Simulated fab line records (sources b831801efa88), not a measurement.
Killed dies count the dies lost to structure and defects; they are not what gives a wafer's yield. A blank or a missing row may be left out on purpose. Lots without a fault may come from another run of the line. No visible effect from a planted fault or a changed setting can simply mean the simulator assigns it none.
fab line records	flow sky130
record: lots: 6	wafers: 18	last_day: 50
route steps=708 shown GATE_OXIDE@201 POLY_GATE@204 RES_PROTECT@206 PAD_OPEN@708
lots untouched by any fault: they come from a run of this same line in which no faults occurred
start_h: hours from the record's opening day to when the first of the lot's shown wafers began	wait_h: time in hours since the lot's previous step	" same as the row above	L1.1+2: a row that stands for several wafers	- no value present, or no start provided	* or withheld: withheld	< > ~ a bound
route shown NAME@n: names a module that has steps shown in the file, with the first one's number in the route	usual: the fault-free wafers' mean and standard deviation	same: alike in all rows	chamber/n: place in a boat	sites: each site's reading	_std_site: their standard deviation	_edge_site: the outer-site mean with the inner-site mean subtracted	radius_mm: how far each site lies from the wafer's centre	mask NAME#n: copy n	behind: the most recent tool/chamber to have shaped the wafer	hold: what put the lot on hold/how long, in hours/how the hold closed	device: transistor that didn't switch, given as n, p or np	end of line: tests of these same wafers at the route's end	a step with no rows: only its recipe	killed: the dies lost at the first sort to structure and to defects; this is not the yield of the wafer	map: per-die view of a wafer (x killed, . not killed, _ where there is no die)
set.NAME: setting as actually run; set.NAME@STEP: the setting as run at that earlier step	model.NAME: the simulator's own value behind a step, which no gauge read
lots at selected steps of the route; one table per step, one row per wafer
services: a tool's chamber out of use, with start hour (start_h, from the record's first day; less than 0 if before it), hours out, and reason
== steps ==
step: SKY_GATE_OXIDE_TW_MEAS_14
usual: GATE_OXIDE_TW: 223.0/1.5
lot.wafer	tool	chamber	start_h	wait_h	GATE_OXIDE_TW
L558.1	film_metro-02	-	385.00	0.1	223.5
L558.3	"	-	"	"	223.4
L558.4	"	-	"	"	224.0
L562.2	film_metro-03	-	423.63	0.1	223.0
L562.3	"	-	"	"	223.0
L562.4	"	-	"	"	222.5
L563.1	film_metro-04	-	424.85	0.1	219.8
L563.4	"	-	"	"	219.8
L563.6	"	-	"	"	220.6
L564.2	film_metro-03	-	439.76	0.1	223.1
L564.3	"	-	"	"	222.0
L564.6	"	-	"	"	223.4
L571.2	film_metro-02	-	491.91	0.1	225.3
L571.5	"	-	"	"	225.4
L571.6	"	-	"	"	223.3
L572.2	film_metro-04	-	504.50	0.1	222.7
L572.4	"	-	"	"	223.4
L572.6	"	-	"	"	224.5
step: SKY_GATE_OXIDE_CLEAN_15
recipe: chemistry: SC1/SC2	mix: 1:4:20	temp_c: 70	time_s: 150	dry: n2_spin
step: SKY_GATE_OXIDE_OXIDATION_16
recipe: temp_c: 800	ambient: O2	idle_temp_c: 700	ramp_up_c_per_min: 10	ramp_down_c_per_min: 3	stabilise_s: 600	purge_s: 300	target_thk_a: 35.7	ox_time_s: 1915
step: SKY_POLY_GATE_CVD_00
recipe: material: poly-Si	target_thk_nm: 180	temp_c: 620	time_s: 720	pressure_mtorr: 191.2
step: SKY_POLY_GATE_THK_MEAS_01
recipe: reads: poly-Si_of_POLY_GATE_CVD_00
usual: POLY_GATE_CVD_00_THK: 175.8/1.7
lot.wafer	tool	chamber	start_h	wait_h	POLY_GATE_CVD_00_THK[nm]
L558.1	film_metro-03	-	387.84	0.0	174.0
L558.3	"	-	"	"	176.1
L558.4	"	-	"	"	174.9
L562.2	film_metro-02	-	427.38	0.0	175.4
L562.3	"	-	"	"	174.5
L562.4	"	-	"	"	173.7
L563.1	film_metro-03	-	430.03	0.0	175.2
L563.4	"	-	"	"	175.0
L563.6	"	-	"	"	176.0
L564.2	film_metro-01	-	442.60	0.0	175.2
L564.3	"	-	"	"	175.0
L564.6	"	-	"	"	173.9
L571.2	film_metro-01	-	494.75	0.0	174.7
L571.5	"	-	"	"	173.2
L571.6	"	-	"	"	175.0
L572.2	film_metro-02	-	507.39	0.0	176.6
L572.4	"	-	"	"	174.4
L572.6	"	-	"	"	176.7
step: SKY_RES_PROTECT_DEHYDRATE_00
recipe: temp_c: 200	time_s: 60
step: SKY_RES_PROTECT_HMDS_01
recipe: prime_time_s: 60	prime_temp_c: 120
step: SKY_RES_PROTECT_COAT_02
recipe: resist: NOVOLAK	spin_rpm: 3000	resist_thk_nm: 1140
step: SKY_RES_PROTECT_SOFTBAKE_03
recipe: temp_c: 90	time_s: 60	resist: NOVOLAK
step: SKY_RES_PROTECT_EXPOSE_04
recipe: mask_id: RPM	na: 0.6	source_shape: conventional	sigma_outer: 0.6	polarization: unpolarized	target_cd_nm: 1270	dose_mj: 131
step: SKY_RES_PROTECT_PEB_05
recipe: temp_c: withheld	time_s: *	resist: NOVOLAK
step: SKY_RES_PROTECT_DEVELOP_06
recipe: resist: NOVOLAK	developer: TMAH	develop_time_s: 60	dev_temp_c: 23
step: SKY_POLY_GATE_IMPLANT_02
recipe: species: P	energy_kev: 30	dose_cm2: 7.7e+15	tilt_deg: 0
usual: beam_on_s: 36.5/2.8	dose_ions_cm2: 7.699e+15/7.8e+12	end_station_pressure_torr: 1.06e-05/9e-07
lot.wafer	tool	chamber	start_h	wait_h	beam_on_s	dose_ions_cm2	end_station_pressure_torr
L558.1	implanter-04	0	418.10	0.1	33.2	7.703e+15	1.17e-05
L558.3	"	0	"	"	33.3	7.693e+15	1.03e-05
L558.4	"	0	"	"	34.5	7.699e+15	1.18e-05
L562.2	implanter-04	0	457.68	0.1	10.0	2.092e+15	1.43e-05
L562.3	"	0	"	"	9.9	2.076e+15	1.49e-05
L562.4	"	0	"	"	10.1	2.085e+15	1.48e-05
L563.1	implanter-04	0	460.21	0.1	10.2	2.079e+15	1.42e-05
L563.4	"	0	"	"	10.3	2.08e+15	1.33e-05
L563.6	"	0	"	"	9.7	2.081e+15	1.49e-05
L564.2	implanter-01	0	473.33	0.1	36.8	7.706e+15	9.9e-06
L564.3	"	0	"	"	36.9	7.704e+15	1.09e-05
L564.6	"	0	"	"	37.8	7.695e+15	1.09e-05
L571.2	implanter-01	0	525.03	0.1	37.4	7.707e+15	1.06e-05
L571.5	"	0	"	"	36.7	7.704e+15	1.04e-05
L571.6	"	0	"	"	37.8	7.707e+15	1.08e-05
L572.2	implanter-04	0	537.33	0.1	32.9	7.699e+15	1.01e-05
L572.4	"	0	"	"	32.8	7.704e+15	1.09e-05
L572.6	"	0	"	"	33.4	7.706e+15	1.2e-05
step: SKY_RES_PROTECT_STRIP_07
recipe: chemistry: O2/N2	power_w: 1400	pressure_mtorr: 1500	platen_temp_c: withheld	o2_flow_sccm: 3000	n2_flow_sccm: 300	overash_fraction: 0.5
usual: drypump_motor_current_A: 5.7/0.61	oes_product_au: 0.518/0.0042	strip_time_to_endpoint_s: 23.30/0.041
lot.wafer	tool	chamber	start_h	wait_h	drypump_motor_current_A	oes_product_au	rf_hours_counter_h	strip_time_to_endpoint_s
L558.1	plasma_asher-03	0	418.25	0.1	4.9	0.517	57	23.30
L558.3	"	0	"	"	4.9	0.519	-	23.28
L558.4	"	1	"	"	5.9	0.515	-	23.30
L562.2	plasma_asher-03	1	457.80	0.1	5.9	0.598	61	18.30
L562.3	"	0	"	"	4.9	0.599	-	18.37
L562.4	"	1	"	"	5.9	0.598	-	18.34
L563.1	plasma_asher-01	1	460.36	0.1	6.1	0.596	3	18.31
L563.4	"	1	"	"	6.1	0.593	-	18.31
L563.6	"	0	"	"	6.5	0.598	-	18.34
L564.2	plasma_asher-01	0	473.45	0.1	6.5	0.524	4	23.35
L564.3	"	1	"	"	6.1	0.521	-	23.35
L564.6	"	1	"	"	6.1	0.522	-	23.30
L571.2	plasma_asher-03	0	525.15	0.1	4.9	0.526	68	23.29
L571.5	"	0	"	"	4.9	0.518	-	23.28
L571.6	"	1	"	"	5.9	0.517	-	23.24
L572.2	plasma_asher-04	1	537.45	0.1	4.9	0.519	86	23.26
L572.4	"	1	"	"	4.9	0.521	-	23.30
L572.6	"	0	"	"	6.0	0.518	-	23.31
step: SKY_RES_PROTECT_TW_MEAS_08
usual: POLY_GATE_TW: 4018/26
lot.wafer	tool	chamber	start_h	wait_h	hold	POLY_GATE_TW
L558.1	film_metro-04	-	418.35	0.1	-	3992
L558.3	"	-	"	"	-	3968
L558.4	"	-	"	"	-	3953
L562.2	film_metro-02	-	457.91	0.1	await_dispo/0.2h/release	3484
L562.3	"	-	"	"	await_dispo/0.2h/release	3480
L562.4	"	-	"	"	await_dispo/0.2h/release	3481
L562.2	film_metro-02	-	458.14	0.2	-	3497
L562.3	"	-	"	"	-	3489
L562.4	"	-	"	"	-	3501
L563.1	film_metro-04	-	460.46	0.1	await_dispo/0.2h/release	3486
L563.4	"	-	"	"	await_dispo/0.2h/release	3461
L563.6	"	-	"	"	await_dispo/0.2h/release	3473
L563.1	film_metro-04	-	460.68	0.2	-	3487
L563.4	"	-	"	"	-	3486
L563.6	"	-	"	"	-	3471
L564.2	film_metro-02	-	473.56	0.1	-	4010
L564.3	"	-	"	"	-	4017
L564.6	"	-	"	"	-	3988
L571.2	film_metro-01	-	525.26	0.1	-	4061
L571.5	"	-	"	"	-	4039
L571.6	"	-	"	"	-	4054
L572.2	film_metro-04	-	537.56	0.1	-	3992
L572.4	"	-	"	"	-	3989
L572.6	"	-	"	"	-	4017
step: SKY_PAD_OPEN_PROBE_99
usual: killed_at_M0_to_M3: 44/6.8	killed_at_M4_up: 3.1/1.9	killed_at_contacts: 25/5.9	killed_at_front_end: 15/4.3	killed_at_other: 0.2/0.51	killed_dies: 87/11	killed_open: 47/7.9	killed_short: 39/6.4
same: gross_dies: 492	killed_at_back_side: 0
lot.wafer	tool	chamber	start_h	wait_h	killed_at_M0_to_M3	killed_at_M4_up	killed_at_contacts	killed_at_front_end	killed_at_other	killed_dies	killed_open	killed_short	model.etest.licon_poly.rc_ohm	model.etest.res_poly.line_ohm_um	model.etest.res_poly.rs_ohm_sq	model.etest.nfet_01v8.r_on_ohm_um	model.etest.nfet_01v8_swapped.drive_ua_um	model.etest.nfet_01v8.drive_ua_um	model.etest.nfet_01v8_lvt.drive_ua_um	model.etest.nfet_01v8_turned.drive_ua_um
L558.1	prober-02	-	1128.35	0.1	47	2	34	15	0	98	61	37	154.2	514.4	48.79	845.8	490.7	483.8	556.7	486.9
L558.3	prober-02	-	1128.45	0.2	45	3	25	12	0	85	42	43	150.3	533.3	49.34	837.7	486.5	489.3	562.7	489.6
L558.4	prober-02	-	1128.50	0.2	25	4	27	9	0	65	39	26	146.6	518.4	48.63	863.8	474.9	477.2	551.3	473.9
L562.2	prober-02	-	1160.20	0.1	38	5	36	14	0	93	54	39	2354	2216	211.6	917.6	444.6	443.5	510.5	441.1
L562.3	prober-02	-	1160.25	0.2	42	0	32	23	0	97	52	45	2257	2194	208.5	903.1	446.6	450.5	519.4	448.1
L562.4	prober-02	-	1160.30	0.2	53	1	45	10	0	109	72	37	2257	2195	206.8	904.8	442.4	447.9	516.6	447.8
L563.1	prober-01	-	1160.94	0.1	43	2	27	10	0	82	44	38	2132	2198	205.7	892.4	458.6	452	525.9	456.3
L563.4	prober-01	-	1161.09	0.2	43	4	19	15	1	82	46	36	2364	2282	214	908.7	440.1	441.5	511.3	440.9
L563.6	prober-01	-	1161.19	0.2	50	3	22	13	0	88	49	39	2209	2177	206.2	867.1	465.3	465.1	537	460.1
L564.2	prober-02	-	1161.81	0.1	49	5	26	15	0	95	55	40	151.4	515.9	48.67	863.9	486.9	487.4	550	482.9
L564.3	prober-02	-	1161.86	0.2	44	3	27	13	0	87	50	37	149.2	519.9	48.62	856	488.2	488	560.4	490.1
L564.6	prober-02	-	1162.01	0.2	40	5	29	10	0	84	46	38	148.1	513.5	48.37	862.1	483.1	486	558.3	485.7
L571.2	prober-01	-	1196.53	0.1	39	5	16	10	0	70	39	31	146.8	520.4	48.88	843.5	486.2	484.9	556.6	488.8
L571.5	prober-01	-	1196.68	0.2	40	4	21	15	1	81	41	40	151.6	510.6	49.04	834.6	496.1	498.8	568.3	498.3
L571.6	prober-01	-	1196.73	0.2	46	2	21	13	0	82	44	38	145.8	554	49.38	825.4	498.4	502	573.1	504.7
L572.2	prober-02	-	1200.59	0.1	32	3	23	11	0	69	31	38	146.4	513.5	48.84	838.8	510.4	504.9	580.8	509.7
L572.4	prober-02	-	1200.69	0.2	44	5	26	13	0	88	45	43	144.9	505.3	48.8	859.8	493.7	494.7	561.7	490.4
L572.6	prober-02	-	1200.79	0.2	38	3	25	15	0	81	39	42	144.8	494.4	48.25	862.4	486.4	491	561.9	488.2
killed by level:class
L558.1 CONTACT:geometric_particle:open=14 LI_CONTACT:geometric_particle:open=12 VIA1:geometric_particle:open=11 VIA2:geometric_particle:open=8 METAL1:geometric_particle:short=6 CONTACT:geometric_particle:short=5 VIA3:geometric_particle:open=5 FIELD_ISO:geometric_particle:short=4
L558.3 VIA1:geometric_particle:open=10 METAL1:geometric_particle:short=9 LI_CONTACT:geometric_particle:open=8 VIA2:geometric_particle:open=7 CONTACT:geometric_particle:short=6 METAL2:geometric_particle:short=6 FIELD_ISO:geometric_particle:short=5 LOCAL_INTERCONNECT:geometric_particle:short=4
L558.4 LI_CONTACT:geometric_particle:open=12 VIA1:geometric_particle:open=6 METAL2:geometric_particle:short=5 CONTACT:geometric_particle:open=5 LI_CONTACT:geometric_particle:short=4 VIA2:geometric_particle:open=4 METAL4:geometric_particle:short=4 FIELD_ISO:geometric_particle:open=3
L562.2 CONTACT:geometric_particle:short=9 CONTACT:geometric_particle:open=9 VIA2:geometric_particle:open=9 LI_CONTACT:geometric_particle:open=8 VIA1:geometric_particle:open=7 LI_CONTACT:geometric_particle:short=5 VIA3:geometric_particle:open=5 FIELD_ISO:geometric_particle:open=4
L562.3 CONTACT:geometric_particle:open=9 VIA1:geometric_particle:open=9 METAL2:geometric_particle:short=7 LI_CONTACT:geometric_particle:open=6 CONTACT:geometric_particle:short=6 FIELD_ISO:geometric_particle:short=5 VIA3:geometric_particle:open=5 FIELD_ISO:geometric_particle:open=4
L562.4 CONTACT:geometric_particle:open=20 VIA2:geometric_particle:open=16 CONTACT:geometric_particle:short=12 VIA1:geometric_particle:open=10 LI_CONTACT:geometric_particle:open=9 METAL2:geometric_particle:short=7 VIA3:geometric_particle:open=6 FIELD_ISO:geometric_particle:open=4
L563.1 VIA1:geometric_particle:open=13 CONTACT:geometric_particle:open=8 LOCAL_INTERCONNECT:geometric_particle:short=6 CONTACT:geometric_particle:short=6 METAL2:geometric_particle:short=6 VIA1:geometric_particle:short=5 FIELD_ISO:geometric_particle:open=4 LI_CONTACT:geometric_particle:open=4
L563.4 VIA3:geometric_particle:open=10 VIA1:geometric_particle:open=9 CONTACT:geometric_particle:open=7 VIA1:geometric_particle:short=7 METAL2:geometric_particle:short=6 FIELD_ISO:geometric_particle:open=5 METAL1:geometric_particle:short=4 METAL4:geometric_particle:short=4
L563.6 VIA1:geometric_particle:open=8 LI_CONTACT:geometric_particle:open=8 VIA3:geometric_particle:open=7 METAL2:geometric_particle:short=5 METAL1:geometric_particle:short=5 VIA2:geometric_particle:open=5 FIELD_ISO:geometric_particle:short=4 LOCAL_INTERCONNECT:geometric_particle:short=4
L564.2 VIA1:geometric_particle:open=14 LI_CONTACT:geometric_particle:open=10 VIA3:geometric_particle:open=8 CONTACT:geometric_particle:open=7 VIA3:geometric_particle:short=7 FIELD_ISO:geometric_particle:open=5 VIA1:geometric_particle:short=5 METAL4:geometric_particle:short=5
L564.3 VIA1:geometric_particle:open=11 VIA1:geometric_particle:short=10 LI_CONTACT:geometric_particle:open=7 CONTACT:geometric_particle:open=7 FIELD_ISO:geometric_particle:open=6 VIA2:geometric_particle:open=6 METAL1:geometric_particle:short=5 CONTACT:geometric_particle:short=4
L564.6 CONTACT:geometric_particle:open=10 VIA1:geometric_particle:open=10 LI_CONTACT:geometric_particle:open=9 METAL2:geometric_particle:short=7 LOCAL_INTERCONNECT:geometric_particle:short=5 CONTACT:geometric_particle:short=4 METAL1:geometric_particle:short=4 VIA3:geometric_particle:short=4
L571.2 VIA1:geometric_particle:open=12 VIA3:geometric_particle:open=8 CONTACT:geometric_particle:short=6 LI_CONTACT:geometric_particle:open=4 CONTACT:geometric_particle:open=4 METAL1:geometric_particle:short=4 METAL4:geometric_particle:short=4 FIELD_ISO:geometric_particle:short=3
L571.5 CONTACT:geometric_particle:short=7 CONTACT:geometric_particle:open=7 METAL1:geometric_particle:short=6 VIA2:geometric_particle:open=6 VIA3:geometric_particle:open=6 FIELD_ISO:geometric_particle:open=5 POLY_GATE:geometric_particle:open=5 VIA3:geometric_particle:short=5
L571.6 VIA3:geometric_particle:open=9 CONTACT:geometric_particle:open=8 VIA2:geometric_particle:open=8 VIA1:geometric_particle:open=8 FIELD_ISO:geometric_particle:short=7 METAL2:geometric_particle:short=6 CONTACT:geometric_particle:short=5 LI_CONTACT:geometric_particle:open=5
L572.2 LI_CONTACT:geometric_particle:open=7 CONTACT:geometric_particle:open=6 VIA1:geometric_particle:open=6 VIA1:geometric_particle:short=5 LI_CONTACT:geometric_particle:short=4 VIA3:geometric_particle:open=4 METAL2:geometric_particle:short=4 VIA3:geometric_particle:short=4
L572.4 VIA1:geometric_particle:open=15 LI_CONTACT:geometric_particle:open=7 CONTACT:geometric_particle:short=6 VIA1:geometric_particle:short=5 VIA3:geometric_particle:open=5 METAL4:geometric_particle:short=5 LI_CONTACT:geometric_particle:short=4 CONTACT:geometric_particle:open=4
L572.6 VIA1:geometric_particle:open=9 POLY_GATE:geometric_particle:short=8 LI_CONTACT:geometric_particle:open=8 VIA3:geometric_particle:open=7 CONTACT:geometric_particle:open=6 METAL2:geometric_particle:short=5 VIA1:geometric_particle:short=5 FIELD_ISO:geometric_particle:open=4
== services ==
tool	chamber	start_h	hours	kind
implanter-04	-	400.74	4.6	pm
plasma_asher-03	-	404.21	0.4	repair
plasma_asher-01	-	421.25	9.0	pm
plasma_asher-01	0	421.25	9.0	vent_cycle
plasma_asher-01	1	421.25	9.0	vent_cycle
plasma_asher-01	0	430.25	-	clean
plasma_asher-01	1	430.25	-	clean
plasma_asher-04	-	433.49	3.8	repair
implanter-04	-	460.87	2.0	repair
plasma_asher-01	-	462.33	2.8	pm
implanter-01	-	488.37	4.7	pm
implanter-01	-	532.72	2.0	repair
== key ==
first_sign: step: SKY_POLY_GATE_IMPLANT_02	reading: dose_ions_cm2	direction: down	sigmas: 99+	usual: *	struck: *
effect: step: SKY_POLY_GATE_IMPLANT_02	reading: beam_on_s	direction: down	sigmas: 9.3	usual: 36.5	struck: 10.0
effect: step: SKY_RES_PROTECT_STRIP_07	reading: strip_time_to_endpoint_s	direction: down	sigmas: 99+	usual: *	struck: *
effect: step: SKY_RES_PROTECT_TW_MEAS_08	reading: visit	direction: added
effect: step: SKY_RES_PROTECT_TW_MEAS_08	reading: POLY_GATE_TW	direction: down	sigmas: 20	usual: 4018	struck: 3477
model_effect: step: SKY_PAD_OPEN_PROBE_99	value: etest.licon_poly.rc_ohm	without: 153.2	struck: 2262
met_at SKY_POLY_GATE_IMPLANT_02
struck_wafers L562.2,L562.3,L562.4,L563.1,L563.4,L563.6
tester_left_out L562,L563
onset_between 418.10 457.68
fault: kind: process_parameter_drift	tool: implanter-04	chamber: -	onset_h: 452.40	steps: SKY_POLY_GATE_IMPLANT_02	channel: dose_cm2	offset: *	shape: step	end_h: 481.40	acts_in: *	stated: *
tester_left_out: of these lots the tester's yield and bins aren't shown, on N5 and GAA mostly nor the transistor test; their killed dies are dies lost to structure and defects alone, not to doping, threshold or leakage, so they don't give the yield
